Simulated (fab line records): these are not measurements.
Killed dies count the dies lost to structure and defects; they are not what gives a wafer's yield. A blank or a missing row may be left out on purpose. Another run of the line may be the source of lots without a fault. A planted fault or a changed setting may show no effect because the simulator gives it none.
fab line records | flow sky130
record: lots: 7 | wafers: 19 | last-day: 50
route steps=708 shown NWELL@59 PAD_OPEN@708
lots untouched by any fault: they come from a run of this same line in which no faults occurred
start-h: start of the lot's first displayed wafer, in hours after the record's first day | wait-h: hours from the lot's prior step to this one | " as in the row above | L1.1+2: a row that stands for several wafers | - no value, or no start was given | * or withheld: withheld | < > ~ a bound
route shown NAME@n: names a module that has steps shown in the file, with the first one's number in the route | usual: mean and standard deviation over wafers with no fault | same: alike in all rows | chamber/n: place in a boat | sites: the reading at each site | _std_site: standard deviation across them | _edge_site: mean of outer sites minus mean of inner sites | radius-mm: how far each site lies from the wafer's centre | mask NAME#n: copy n | behind: the tool/chamber that last shaped the wafer | hold: why the lot was held/for how many hours/how that ended | device: names the non-switching transistor (n, p or np) | end of line: the route-end tests of the same wafers | for a step that has no rows: nothing shown but its recipe | killed: the dies lost at the first sort to structure and to defects; this is not the yield of the wafer | map: per-die view of a wafer (x killed, . not killed, _ where there is no die)
set.NAME: the setting that was run; set.NAME@STEP: the one run at that earlier step | model.NAME: the simulator's own value behind a step, which no gauge read
lots at selected steps of the route; one table per step, one row per wafer
services: from which hour (start-h, from the record's first day; less than 0 if before it) a tool's chamber was out of use, for how many hours, and why
== steps ==
step: SKY_NWELL_SOFTBAKE_06
recipe: temp-c: 110 | time-s: withheld
step: SKY_NWELL_EXPOSE_07
recipe: mask-id: NWM | na: 0.6 | source-shape: conventional | sigma-outer: 0.6 | polarization: unpolarized | target-cd-nm: 840 | dose-mj: 255
step: SKY_NWELL_PEB_08
recipe: temp-c: 115 | time-s: withheld
step: SKY_NWELL_DEVELOP_09
recipe: wall-angle-deg: 90 | developer: TMAH | develop-time-s: 60 | dev-temp-c: 23
step: SKY_NWELL_OVL_MEAS_10
usual: NWELL_00_OVL: 0.0/1.6
lot.wafer | tool       | chamber | start-h | wait-h | NWELL_00_OVL[nm]
L526.3    | overlay-01 | -       | 108.96  | -      | -2.2
L526.4    | "          | -       | "       | "      | -0.6
L526.5    | "          | -       | "       | "      | -2.5
L534.2    | overlay-02 | -       | 155.90  | -      | 0.5
L534.3    | "          | -       | "       | "      | -0.7
L534.6    | "          | -       | "       | "      | 1.7
L537.1    | overlay-01 | -       | 171.31  | -      | -0.3
L537.3    | "          | -       | "       | "      | -0.5
L537.5    | "          | -       | "       | "      | -1.7
L538.1    | overlay-01 | -       | 177.20  | -      | -1.4
L538.2    | "          | -       | "       | "      | -0.7
L538.5    | "          | -       | "       | "      | -0.6
L539.1    | overlay-02 | -       | 184.40  | -      | 0.3
L539.3    | "          | -       | "       | "      | 0.8
L541.1    | overlay-02 | -       | 196.10  | -      | 1.6
L541.5    | "          | -       | "       | "      | 1.4
L545.1    | overlay-02 | -       | 221.60  | -      | 1.6
L545.3    | "          | -       | "       | "      | 4.7
L545.6    | "          | -       | "       | "      | 1.4
step: SKY_NWELL_IMPLANT_11
recipe: species: P | energy-kev: 400 | dose-cm2: 1.9e+13 | tilt-deg: withheld
step: SKY_NWELL_IMPLANT_12
recipe: species: P | energy-kev: 120 | dose-cm2: 1.3e+12 | tilt-deg: withheld
step: SKY_NWELL_IMPLANT_13
recipe: species: P | energy-kev: 50 | dose-cm2: 7e+11 | tilt-deg: withheld
step: SKY_NWELL_STRIP_14
recipe: chemistry: O2/N2 | power-w: 1400 | pressure-mtorr: 1500 | platen-temp-c: withheld | o2-flow-sccm: 3000 | n2-flow-sccm: 300 | overash-fraction: 0.5
usual: drypump-motor-current-A: 6.0/0.58 | oes-product-au: 0.722/0.0047 | strip-time-to-endpoint-s: 36.96/0.12
lot.wafer | tool            | chamber | start-h | wait-h | drypump-motor-current-A | oes-product-au | rf-hours-counter-h | strip-time-to-endpoint-s
L526.3    | plasma-asher-02 | 0       | 109.47  | 0.1    | 5.9                     | 0.725          | -                  | 37.06
L526.4    | "               | 1       | "       | "      | 6.2                     | 0.712          | -                  | 37.08
L526.5    | "               | 0       | "       | "      | 5.9                     | 0.721          | -                  | 37.13
L534.2    | plasma-asher-02 | 1       | 156.38  | 0.1    | 6.2                     | 0.720          | 35                 | 36.89
L534.3    | "               | 0       | "       | "      | 5.9                     | 0.714          | -                  | 36.95
L534.6    | "               | 0       | "       | "      | 5.9                     | 0.719          | -                  | 37.02
L537.1    | plasma-asher-03 | 0       | 171.80  | 0.1    | 6.0                     | 0.726          | 50                 | 36.97
L537.3    | "               | 0       | "       | "      | 6.0                     | 0.718          | -                  | 36.89
L537.5    | "               | 1       | "       | "      | 6.7                     | 0.718          | -                  | 37.00
L538.1    | plasma-asher-02 | 0       | 177.69  | 0.1    | 5.9                     | 0.723          | 37                 | 36.92
L538.2    | "               | 1       | "       | "      | 6.2                     | 0.716          | 37                 | 36.86
L538.5    | "               | 1       | "       | "      | 6.2                     | 0.712          | -                  | 36.92
L539.1    | plasma-asher-03 | 0       | 184.88  | 0.1    | 6.0                     | 0.731          | 52                 | 36.92
L539.3    | "               | 1       | "       | "      | 6.6                     | 0.728          | -                  | 36.92
L541.1    | plasma-asher-01 | 0       | 196.59  | 0.1    | 6.6                     | 0.712          | 8                  | 36.83
L541.5    | "               | 0       | "       | "      | 6.5                     | 0.728          | -                  | 36.92
L545.1    | plasma-asher-01 | 0       | 222.09  | 0.1    | 6.5                     | 0.720          | 10                 | 36.85
L545.3    | "               | 0       | "       | "      | 6.5                     | 0.713          | -                  | 36.83
L545.6    | "               | 1       | "       | "      | 5.0                     | 0.727          | -                  | 36.88
step: SKY_NWELL_TW_MEAS_15
usual: NWELL_TW: 1812/18
lot.wafer | tool          | chamber | start-h | wait-h | NWELL_TW
L526.3    | film-metro-01 | -       | 109.56  | 0.1    | 1804
L526.4    | "             | -       | "       | "      | 1795
L526.5    | "             | -       | "       | "      | 1810
L534.2    | film-metro-03 | -       | 156.49  | 0.1    | 1825
L534.3    | "             | -       | "       | "      | 1821
L534.6    | "             | -       | "       | "      | 1816
L537.1    | film-metro-03 | -       | 171.90  | 0.1    | 1832
L537.3    | "             | -       | "       | "      | 1834
L537.5    | "             | -       | "       | "      | 1840
L538.1    | film-metro-03 | -       | 177.79  | 0.1    | 1827
L538.2    | "             | -       | "       | "      | 1820
L538.5    | "             | -       | "       | "      | 1830
L539.1    | film-metro-04 | -       | 184.98  | 0.1    | 1829
L539.3    | "             | -       | "       | "      | 1838
L541.1    | film-metro-01 | -       | 196.69  | 0.1    | 1791
L541.5    | "             | -       | "       | "      | 1790
L545.1    | film-metro-01 | -       | 222.19  | 0.1    | 1785
L545.3    | "             | -       | "       | "      | 1789
L545.6    | "             | -       | "       | "      | 1790
step: SKY_NWELL_DEHYDRATE_16
recipe: temp-c: 200 | time-s: 60
step: SKY_NWELL_HMDS_17
recipe: prime-time-s: 60 | prime-temp-c: 120
step: SKY_NWELL_COAT_18
recipe: spin-rpm: 2000 | resist-thk-nm: 3000
lot.wafer | tool           | chamber | start-h | wait-h | model.coat_of_NWELL_COAT_18.thk-nm
L526.3    | litho-track-02 | 0       | 118.36  | 0.1    | 2986
L526.4    | "              | 0       | "       | "      | 3014
L526.5    | "              | 0       | "       | "      | 2994
L534.2+3  | litho-track-03 | 0       | 165.72  | 0.1    | 3016
L534.6    | "              | 0       | "       | "      | 3027
L537.1    | litho-track-02 | 0       | 182.01  | 0.1    | 2840
L537.3    | "              | 0       | "       | "      | 2999
L537.5    | "              | 0       | "       | "      | 3001
L538.1+2  | litho-track-04 | 0       | 188.10  | 0.1    | 3007
L538.5    | "              | 0       | "       | "      | 3009
L539.1    | litho-track-02 | 0       | 195.96  | 0.1    | 2855
L539.3    | "              | 0       | "       | "      | 3012
L541.1    | litho-track-02 | 0       | 206.41  | 0.1    | 2844
L541.5    | "              | 0       | "       | "      | 3000
L545.1    | litho-track-04 | 0       | 232.85  | 0.1    | 3005
L545.3    | "              | 0       | "       | "      | 3002
L545.6    | "              | 0       | "       | "      | 2994
step: SKY_NWELL_SOFTBAKE_19
recipe: temp-c: 110 | time-s: withheld
step: SKY_NWELL_EXPOSE_20
recipe: mask-id: NWM_COMPLEMENT | na: 0.6 | source-shape: conventional | sigma-outer: 0.6 | polarization: unpolarized | target-cd-nm: 840 | dose-mj: 260
step: SKY_NWELL_PEB_21
recipe: temp-c: 115 | time-s: withheld
step: SKY_NWELL_DEVELOP_22
recipe: wall-angle-deg: 90 | developer: TMAH | develop-time-s: 60 | dev-temp-c: 23
usual: developer-temp-C: 23.02/0.094
lot.wafer | tool           | chamber | start-h | wait-h | developer-temp-C | model.coat_of_NWELL_COAT_18.thk-nm
L526.3    | litho-track-04 | 0       | -       | -      | 23.01            | 2982
L526.4    | "              | 0       | "       | "      | 23.23            | 3010
L526.5    | "              | 0       | "       | "      | 23.30            | 2990
L534.2    | litho-track-04 | 0       | -       | -      | 22.95            | 3012
L534.3    | "              | 0       | "       | "      | 22.99            | 3012
L534.6    | "              | 0       | "       | "      | 22.91            | 3022
L537.1    | litho-track-03 | 0       | -       | -      | 23.03            | 2836
L537.3    | "              | 0       | "       | "      | 23.03            | 2995
L537.5    | "              | 0       | "       | "      | 23.06            | 2997
L538.1    | litho-track-03 | 0       | -       | -      | 22.85            | 3003
L538.2    | "              | 0       | "       | "      | 22.99            | 3003
L538.5    | "              | 0       | "       | "      | 22.78            | 3005
L539.1    | litho-track-04 | 0       | -       | -      | 22.90            | 2851
L539.3    | "              | 0       | "       | "      | 23.14            | 3007
L541.1    | litho-track-04 | 0       | -       | -      | 23.02            | 2840
L541.5    | "              | 0       | "       | "      | 22.97            | 2995
L545.1    | litho-track-02 | 0       | -       | -      | 23.07            | 3001
L545.3    | "              | 0       | "       | "      | 23.14            | 2998
L545.6    | "              | 0       | "       | "      | 22.95            | 2989
step: SKY_NWELL_OVL_MEAS_23
usual: NWELL_01_OVL: 0.0/1.6
lot.wafer | tool       | chamber | start-h | wait-h | NWELL_01_OVL[nm]
L526.3    | overlay-01 | -       | 128.06  | -      | 1.5
L526.4    | "          | -       | "       | "      | 0.5
L526.5    | "          | -       | "       | "      | 1.0
L534.2    | overlay-01 | -       | 176.26  | -      | 0.3
L534.3    | "          | -       | "       | "      | -2.1
L534.6    | "          | -       | "       | "      | -0.3
L537.1    | overlay-02 | -       | 192.70  | -      | 0.6
L537.3    | "          | -       | "       | "      | 4.4
L537.5    | "          | -       | "       | "      | 1.1
L538.1    | overlay-02 | -       | 199.00  | -      | -1.1
L538.2    | "          | -       | "       | "      | -1.1
L538.5    | "          | -       | "       | "      | 0.9
L539.1    | overlay-01 | -       | 205.70  | -      | -3.4
L539.3    | "          | -       | "       | "      | -2.7
L541.1    | overlay-02 | -       | 217.55  | -      | 1.5
L541.5    | "          | -       | "       | "      | 1.8
L545.1    | overlay-02 | -       | 244.91  | -      | 0.2
L545.3    | "          | -       | "       | "      | 1.9
L545.6    | "          | -       | "       | "      | -0.6
step: SKY_NWELL_IMPLANT_24
recipe: species: B | energy-kev: 140 | dose-cm2: 9.2e+12 | tilt-deg: withheld
step: SKY_NWELL_STRIP_25
recipe: chemistry: O2/N2 | power-w: 1400 | pressure-mtorr: 1500 | platen-temp-c: withheld | o2-flow-sccm: 3000 | n2-flow-sccm: 300 | overash-fraction: 0.5
usual: drypump-motor-current-A: 6.0/0.56 | oes-product-au: 0.724/0.0046 | strip-time-to-endpoint-s: 36.97/0.12
lot.wafer | tool            | chamber | start-h | wait-h | drypump-motor-current-A | oes-product-au | rf-hours-counter-h | strip-time-to-endpoint-s
L526.3    | plasma-asher-01 | 0       | 128.27  | 0.1    | 6.5                     | 0.730          | -                  | 36.76
L526.4    | "               | 1       | "       | "      | 4.9                     | 0.727          | -                  | 37.09
L526.5    | "               | 1       | "       | "      | 4.9                     | 0.724          | -                  | 36.85
L534.2    | plasma-asher-03 | 1       | 176.44  | 0.1    | 6.6                     | 0.714          | 51                 | 37.11
L534.3    | "               | 0       | "       | "      | 6.0                     | 0.726          | -                  | 37.09
L534.6    | "               | 0       | "       | "      | 6.1                     | 0.725          | -                  | 37.23
L537.1    | plasma-asher-01 | 0       | 192.88  | 0.1    | 6.6                     | 0.727          | 8                  | 35.11
L537.3    | "               | 0       | "       | "      | 6.5                     | 0.729          | -                  | 36.89
L537.5    | "               | 0       | "       | "      | 6.5                     | 0.720          | -                  | 36.93
L538.1    | plasma-asher-03 | 1       | 199.18  | 0.1    | 6.6                     | 0.726          | 53                 | 36.99
L538.2    | "               | 0       | "       | "      | 6.0                     | 0.725          | 53                 | 36.98
L538.5    | "               | 0       | "       | "      | 6.0                     | 0.724          | -                  | 37.01
L539.1    | plasma-asher-03 | 1       | 205.89  | 0.1    | 6.6                     | 0.729          | 53                 | 35.24
L539.3    | "               | 0       | "       | "      | 6.0                     | 0.722          | -                  | 37.06
L541.1    | plasma-asher-01 | 0       | 218.10  | 0.1    | 6.6                     | 0.720          | 10                 | 35.15
L541.5    | "               | 1       | "       | "      | 5.0                     | 0.724          | -                  | 36.90
L545.1    | plasma-asher-02 | 0       | 245.10  | 0.1    | 5.9                     | 0.722          | 43                 | 36.98
L545.3    | "               | 1       | "       | "      | 6.2                     | 0.730          | -                  | 36.94
L545.6    | "               | 0       | "       | "      | 5.9                     | 0.719          | -                  | 36.83
step: SKY_NWELL_TW_MEAS_26
usual: NWELL_2_TW: 495/5.1
lot.wafer | tool          | chamber | start-h | wait-h | NWELL_2_TW
L526.3    | film-metro-01 | -       | 128.36  | 0.1    | 490
L526.4    | "             | -       | "       | "      | 489
L526.5    | "             | -       | "       | "      | 488
L534.2    | film-metro-03 | -       | 176.55  | 0.1    | 500
L534.3    | "             | -       | "       | "      | 499
L534.6    | "             | -       | "       | "      | 500
L537.1    | film-metro-01 | -       | 192.98  | 0.1    | 491
L537.3    | "             | -       | "       | "      | 490
L537.5    | "             | -       | "       | "      | 489
L538.1    | film-metro-03 | -       | 199.28  | 0.1    | 495
L538.2    | "             | -       | "       | "      | 493
L538.5    | "             | -       | "       | "      | 495
L539.1    | film-metro-01 | -       | 205.99  | 0.1    | 490
L539.3    | "             | -       | "       | "      | 487
L541.1    | film-metro-03 | -       | 218.20  | 0.1    | 496
L541.5    | "             | -       | "       | "      | 497
L545.1    | film-metro-04 | -       | 245.20  | 0.1    | 499
L545.3    | "             | -       | "       | "      | 501
L545.6    | "             | -       | "       | "      | 500
step: SKY_PAD_OPEN_PROBE_99
usual: killed_at_M0_to_M3: 45/7.3 | killed_at_M4_up: 3.1/1.7 | killed-at-contacts: 25/5.1 | killed-at-front-end: 15/4.5 | killed-dies: 88/9.4 | killed-open: 47/6.6 | killed-short: 40/6.9
same: gross-dies: 492 | killed-at-back-side: 0 | killed-at-other: 0
lot.wafer | tool      | chamber | start-h | wait-h | killed_at_M0_to_M3 | killed_at_M4_up | killed-at-contacts | killed-at-front-end | killed-dies | killed-open | killed-short
L526.3    | prober-02 | -       | 1095.12 | 0.2    | 36                 | 1               | 21                 | 18                  | 76          | 39          | 37
L526.4    | prober-02 | -       | 1095.17 | 0.2    | 52                 | 1               | 29                 | 8                   | 90          | 56          | 34
L526.5    | prober-02 | -       | 1095.22 | 0.2    | 49                 | 3               | 26                 | 10                  | 88          | 43          | 45
L534.2    | prober-01 | -       | 1144.94 | 0.1    | 45                 | 2               | 21                 | 23                  | 91          | 43          | 48
L534.3    | prober-01 | -       | 1144.99 | 0.2    | 41                 | 6               | 23                 | 17                  | 87          | 44          | 43
L534.6    | prober-01 | -       | 1145.14 | 0.2    | 41                 | 5               | 26                 | 8                   | 80          | 47          | 33
L537.1    | prober-02 | -       | 1163.61 | 0.1    | 46                 | 2               | 16                 | 15                  | 79          | 36          | 43
L537.3    | prober-02 | -       | 1163.71 | 0.2    | 37                 | 4               | 33                 | 17                  | 91          | 48          | 43
L537.5    | prober-02 | -       | 1163.81 | 0.2    | 31                 | 4               | 29                 | 14                  | 78          | 42          | 36
L538.1    | prober-01 | -       | 1164.52 | 0.1    | 48                 | 3               | 19                 | 16                  | 86          | 40          | 46
L538.2    | prober-01 | -       | 1164.57 | 0.1    | 58                 | 4               | 22                 | 14                  | 98          | 46          | 52
L538.5    | prober-01 | -       | 1164.72 | 0.2    | 37                 | 3               | 30                 | 15                  | 85          | 49          | 36
L539.1    | prober-02 | -       | 1168.82 | 0.1    | 37                 | 4               | 22                 | 16                  | 79          | 48          | 31
L539.3    | prober-02 | -       | 1168.92 | 0.2    | 39                 | 2               | 29                 | 17                  | 87          | 53          | 34
L541.1    | prober-02 | -       | 1181.17 | 0.1    | 40                 | 5               | 25                 | 18                  | 88          | 49          | 39
L541.5    | prober-02 | -       | 1181.37 | 0.2    | 53                 | 1               | 25                 | 9                   | 88          | 44          | 43
L545.1    | prober-02 | -       | 1198.12 | 0.1    | 39                 | 1               | 23                 | 18                  | 81          | 44          | 36
L545.3    | prober-02 | -       | 1198.22 | 0.2    | 46                 | 1               | 20                 | 18                  | 85          | 39          | 46
L545.6    | prober-02 | -       | 1198.37 | 0.2    | 38                 | 5               | 24                 | 22                  | 89          | 48          | 40
killed by level:class
L526.3 VIA3:geometric-particle:open=9 CONTACT:geometric-particle:open=8 FIELD_ISO:geometric-particle:short=7 METAL2:geometric-particle:short=6 LI_CONTACT:geometric-particle:open=5 CONTACT:geometric-particle:short=5 METAL1:geometric-particle:short=4 POLY_GATE:geometric-particle:short=3
L526.4 CONTACT:geometric-particle:open=12 VIA3:geometric-particle:open=12 VIA2:geometric-particle:open=8 LI_CONTACT:geometric-particle:open=7 VIA1:geometric-particle:short=7 VIA1:geometric-particle:open=6 METAL2:geometric-particle:short=5 CONTACT:geometric-particle:short=5
L526.5 CONTACT:geometric-particle:open=11 VIA1:geometric-particle:open=11 METAL2:geometric-particle:short=9 CONTACT:geometric-particle:short=7 VIA3:geometric-particle:open=7 VIA1:geometric-particle:short=6 VIA3:geometric-particle:short=6 FIELD_ISO:geometric-particle:short=4
L534.2 VIA2:geometric-particle:open=9 CONTACT:geometric-particle:open=8 POLY_GATE:geometric-particle:short=7 FIELD_ISO:geometric-particle:short=6 VIA1:geometric-particle:short=6 METAL2:geometric-particle:short=6 VIA3:geometric-particle:open=6 VIA2:geometric-particle:short=5
L534.3 METAL1:geometric-particle:short=8 CONTACT:geometric-particle:open=7 LI_CONTACT:geometric-particle:open=7 VIA1:geometric-particle:open=7 VIA2:geometric-particle:open=5 CONTACT:geometric-particle:short=5 METAL2:geometric-particle:short=5 METAL4:geometric-particle:short=5
L534.6 CONTACT:geometric-particle:open=9 LI_CONTACT:geometric-particle:open=8 VIA1:geometric-particle:open=7 METAL2:geometric-particle:short=7 VIA2:geometric-particle:open=7 VIA3:geometric-particle:open=6 POLY_GATE:geometric-particle:short=4 LOCAL_INTERCONNECT:geometric-particle:short=4
L537.1 VIA1:geometric-particle:open=12 POLY_GATE:geometric-particle:short=9 METAL2:geometric-particle:short=8 VIA2:geometric-particle:open=6 LI_CONTACT:geometric-particle:open=4 CONTACT:geometric-particle:open=4 VIA1:geometric-particle:short=4 VIA3:geometric-particle:short=4
L537.3 LI_CONTACT:geometric-particle:open=10 CONTACT:geometric-particle:open=9 VIA1:geometric-particle:open=8 FIELD_ISO:geometric-particle:short=6 CONTACT:geometric-particle:short=6 LOCAL_INTERCONNECT:geometric-particle:short=5 VIA2:geometric-particle:open=5 POLY_GATE:geometric-particle:open=4
L537.5 CONTACT:geometric-particle:open=9 LI_CONTACT:geometric-particle:open=8 VIA1:geometric-particle:open=6 LOCAL_INTERCONNECT:geometric-particle:short=5 METAL1:geometric-particle:short=5 CONTACT:geometric-particle:short=4 FIELD_ISO:geometric-particle:short=3 POLY_GATE:geometric-particle:open=3
L538.1 METAL1:geometric-particle:short=10 LI_CONTACT:geometric-particle:open=8 VIA1:geometric-particle:open=7 VIA3:geometric-particle:open=6 VIA3:geometric-particle:short=5 METAL2:geometric-particle:short=5 FIELD_ISO:geometric-particle:short=4 POLY_GATE:geometric-particle:open=4
L538.2 VIA2:geometric-particle:open=10 METAL1:geometric-particle:short=10 VIA1:geometric-particle:open=9 LI_CONTACT:geometric-particle:open=6 CONTACT:geometric-particle:open=6 METAL3:geometric-particle:short=6 CONTACT:geometric-particle:short=5 VIA1:geometric-particle:short=5
L538.5 VIA1:geometric-particle:open=14 CONTACT:geometric-particle:short=8 CONTACT:geometric-particle:open=8 LI_CONTACT:geometric-particle:open=7 VIA2:geometric-particle:open=7 VIA2:geometric-particle:short=6 FIELD_ISO:geometric-particle:open=5 FIELD_ISO:geometric-particle:short=4
L539.1 LI_CONTACT:geometric-particle:open=10 VIA3:geometric-particle:open=8 CONTACT:geometric-particle:open=6 VIA1:geometric-particle:short=6 VIA2:geometric-particle:open=5 VIA1:geometric-particle:open=5 POLY_GATE:geometric-particle:open=4 POLY_GATE:geometric-particle:short=4
L539.3 VIA1:geometric-particle:open=11 LI_CONTACT:geometric-particle:open=10 CONTACT:geometric-particle:open=9 VIA3:geometric-particle:open=7 FIELD_ISO:geometric-particle:short=6 FIELD_ISO:geometric-particle:open=5 VIA1:geometric-particle:short=4 LOCAL_INTERCONNECT:geometric-particle:short=4
L541.1 VIA1:geometric-particle:open=11 LI_CONTACT:geometric-particle:open=9 CONTACT:geometric-particle:open=9 VIA3:geometric-particle:open=8 FIELD_ISO:geometric-particle:short=6 FIELD_ISO:geometric-particle:open=5 METAL1:geometric-particle:short=5 METAL4:geometric-particle:short=5
L541.5 VIA1:geometric-particle:open=13 METAL2:geometric-particle:short=9 VIA3:geometric-particle:open=9 CONTACT:geometric-particle:open=8 CONTACT:geometric-particle:short=5 METAL3:geometric-particle:short=5 METAL1:geometric-particle:short=5 POLY_GATE:geometric-particle:open=4
L545.1 VIA1:geometric-particle:open=10 CONTACT:geometric-particle:open=8 FIELD_ISO:geometric-particle:short=6 VIA2:geometric-particle:open=6 LI_CONTACT:geometric-particle:open=5 VIA3:geometric-particle:open=5 CONTACT:geometric-particle:short=4 VIA1:geometric-particle:short=4
L545.3 VIA1:geometric-particle:open=12 METAL2:geometric-particle:short=7 VIA1:geometric-particle:short=7 CONTACT:geometric-particle:open=6 METAL1:geometric-particle:short=6 LI_CONTACT:geometric-particle:open=5 FIELD_ISO:geometric-particle:short=4 POLY_GATE:geometric-particle:short=4
L545.6 VIA1:geometric-particle:open=9 LI_CONTACT:geometric-particle:open=8 POLY_GATE:geometric-particle:open=7 LOCAL_INTERCONNECT:geometric-particle:short=7 VIA3:geometric-particle:open=7 METAL1:geometric-particle:short=5 VIA2:geometric-particle:open=5 VIA1:geometric-particle:short=4
== services ==
tool            | chamber | start-h | hours | kind
plasma-asher-01 | -       | 108.75  | 9.0   | pm
plasma-asher-01 | 0       | 108.75  | 9.0   | vent-cycle
plasma-asher-01 | 1       | 108.75  | 9.0   | vent-cycle
plasma-asher-01 | 0       | 117.75  | -     | clean
plasma-asher-01 | 1       | 117.75  | -     | clean
plasma-asher-02 | -       | 132.73  | 0.6   | repair
plasma-asher-03 | -       | 155.52  | 1.0   | repair
plasma-asher-03 | -       | 187.46  | 2.8   | pm
== key ==
first-sign: step: SKY_NWELL_STRIP_25 | reading: strip-time-to-endpoint-s | direction: down | sigmas: 15 | usual: * | struck: *
effect none on later readings
model-effect: step: SKY_NWELL_COAT_18 | value: coat_of_NWELL_COAT_18.thk-nm | without: 3003 | struck: 2847
model-effect: step: SKY_NWELL_DEVELOP_22 | value: coat_of_NWELL_COAT_18.thk-nm | without: 2999 | struck: 2842
met-at SKY_NWELL_COAT_18
struck-wafers L537.1,L539.1,L541.1
tester-left-out L537,L539,L541
onset-between 118.36 182.01
fault: kind: process-parameter-drift | tool: litho-track-02 | chamber: - | onset-h: 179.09 | steps: SKY_NWELL_COAT_18 | channel: resist-thk-nm | offset: -156.77 | shape: step | end-h: 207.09 | scope: struck-wafers-only | acts-in: these-recipes-only | stated: 3000
tester-left-out: of these lots the tester's yield and bins aren't shown, on N5 and GAA mostly nor the transistor test; their killed dies are dies lost to structure and defects alone, not to doping, threshold or leakage, so they don't give the yield
